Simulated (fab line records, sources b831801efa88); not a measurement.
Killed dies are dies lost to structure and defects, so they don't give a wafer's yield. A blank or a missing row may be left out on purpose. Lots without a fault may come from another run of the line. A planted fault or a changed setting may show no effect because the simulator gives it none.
Which tool did it? | flow sky130 | 14 lots, 42 wafers sampled, at 2 steps of a route of 708

WHAT THE GAUGES READ, wafer by wafer
The record holds no reading of a measuring or inspecting step that can be judged against a usual standard deviation.

WHICH TOOL RAN EACH LOT (tool, then ch and the chambers of the sampled wafers, then the start)
lot  | SKY_LDD_P_COAT_02                 | SKY_LDD_P_STRIP_10
L240 | litho_track-03 ch 0, day 19 20:20 | plasma_asher-02 ch 0,1, day 20 12:43
L241 | litho_track-04 ch 0, day 19 20:56 | plasma_asher-01 ch 0,1, day 20 13:19
L242 | litho_track-04 ch 0, day 19 22:08 | plasma_asher-02 ch 0,1, day 20 13:55
L244 | litho_track-04 ch 0, day 20 05:50 | plasma_asher-02 ch 0,1, day 20 21:34
L245 | litho_track-03 ch 0, day 20 11:53 | plasma_asher-04 ch 0,1, day 21 03:32
L246 | litho_track-03 ch 0, day 20 21:00 | plasma_asher-01 ch 0,1, day 21 13:02
L248 | litho_track-03 ch 0, day 21 20:27 | plasma_asher-01 ch 0,1, day 22 11:43
L251 | litho_track-03 ch 0, day 22 12:15 | plasma_asher-02 ch 0,1, day 23 03:43
L254 | litho_track-04 ch 0, day 23 22:37 | plasma_asher-04 ch 0,1, day 24 14:15
L256 | litho_track-02 ch 0, day 24 05:50 | plasma_asher-04 ch 0,1, day 24 20:03
L259 | litho_track-04 ch 0, day 25 07:44 | plasma_asher-02 ch 0,1, day 25 22:48
L260 | litho_track-04 ch 0, day 25 23:31 | plasma_asher-02 ch 0,1, day 26 14:37
L262 | litho_track-02 ch 0, day 27 01:05 | plasma_asher-04 ch 0,1, day 27 15:52
L263 | litho_track-03 ch 0, day 27 03:08 | plasma_asher-02 ch 0,1, day 27 17:55
- SKY_LDD_P_COAT_02: resist thk 1140 nm.
- SKY_LDD_P_STRIP_10: strips in O2/N2.

WHAT THE TOOLS THEMSELVES READ (means of the sampled wafers that have a number; where no wafer has one, the mark that the record gives instead)
SKY_LDD_P_COAT_02. Usual: spin_speed_rpm 3000.5 rpm, standard deviation 1.9.
lot  | tool           | spin_speed_rpm (rpm) | flag
L240 | litho_track-03 | 3000.6               |
L241 | litho_track-04 | 3001.5               |
L242 | litho_track-04 | 2999.4               |
L244 | litho_track-04 | 2999.5               |
L245 | litho_track-03 | 2999.1               |
L246 | litho_track-03 | 3002.9               |
L248 | litho_track-03 | 3000.1               |
L251 | litho_track-03 | 3000.5               |
L254 | litho_track-04 | 2999.0               |
L256 | litho_track-02 | 2999.5               |
L259 | litho_track-04 | 3122.7               | OFF
L260 | litho_track-04 | 3122.2               | OFF
L262 | litho_track-02 | 3000.2               |
L263 | litho_track-03 | 3001.0               |

SKY_LDD_P_STRIP_10. Usual: drypump_motor_current_A 5.8 A, standard deviation 0.33; o2_flow_sccm 2999 sccm, standard deviation 8.3; oes_product_au 0.716 a.u., standard deviation 0.0048; strip_time_to_endpoint_s 14.18 s, standard deviation 0.046.
lot  | tool            | drypump_motor_current_A (A) | o2_flow_sccm (sccm) | oes_product_au (a.u.) | strip_time_to_endpoint_s (s) | flag
L240 | plasma_asher-02 | 5.5                         | 3003                | 0.715                 | 14.22                        |
L241 | plasma_asher-01 | 6.0                         | 2986                | 0.724                 | 14.20                        |
L242 | plasma_asher-02 | 5.5                         | 3009                | 0.714                 | 14.15                        |
L244 | plasma_asher-02 | 5.5                         | 3001                | 0.713                 | 14.21                        |
L245 | plasma_asher-04 | 5.7                         | 3005                | 0.714                 | 14.22                        |
L246 | plasma_asher-01 | 6.0                         | 2994                | 0.717                 | 14.21                        |
L248 | plasma_asher-01 | 6.0                         | 3002                | 0.716                 | 14.18                        |
L251 | plasma_asher-02 | 5.5                         | 2996                | 0.716                 | 14.13                        |
L254 | plasma_asher-04 | 5.7                         | 2997                | 0.713                 | 14.17                        |
L256 | plasma_asher-04 | 5.7                         | 3007                | 0.719                 | 14.23                        |
L259 | plasma_asher-02 | 5.4                         | 2996                | 0.721                 | 13.92                        | OFF
L260 | plasma_asher-02 | 5.4                         | 3000                | 0.714                 | 13.80                        | OFF
L262 | plasma_asher-04 | 5.7                         | 3002                | 0.715                 | 14.23                        |
L263 | plasma_asher-02 | 5.4                         | 3003                | 0.716                 | 14.15                        |

THE ANSWER, worked out from the rows above alone
Rule: a lot is off if the mean of its wafers that have a number lies more than 3 standard deviations from the usual mean. A lot without any number at a reading at which 4 lots or more have one is off too. The other lots that the step has rows for count as sound. The gauges are gone through in route order, then the tools' own readings, and for those a lot's mean is taken as printed above. The first step at which some lot is off is used, and at that step the reading that is off furthest; a lot without a number counts as furthest.
Off: L259, L260, at SKY_LDD_P_COAT_02 (spin_speed_rpm).
A tool fits if, at that step or a process step before it, it ran every lot that is off, and no sound lot after the first of them. One fits: litho_track-04 at SKY_LDD_P_COAT_02. Its last sound lot is L254 (day 23 22:37), its first lot that is off L259 (day 25 07:44): a fault that began between those two fits.
The tool's own readings at SKY_LDD_P_COAT_02 bear it out: on the lots that are off they differ by more than 5 times the standard deviation of the sound lots' means. spin_speed_rpm reads 3122.4 rpm there against 3000.3 rpm on the sound lots.

WHAT THE SIMULATOR HAD PUT IN
Process parameter drift: litho_track-04, from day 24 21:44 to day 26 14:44, at SKY_LDD_P_COAT_02. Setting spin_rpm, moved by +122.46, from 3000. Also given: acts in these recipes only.
Lots struck among those shown: L259, L260. The rule above found the same.
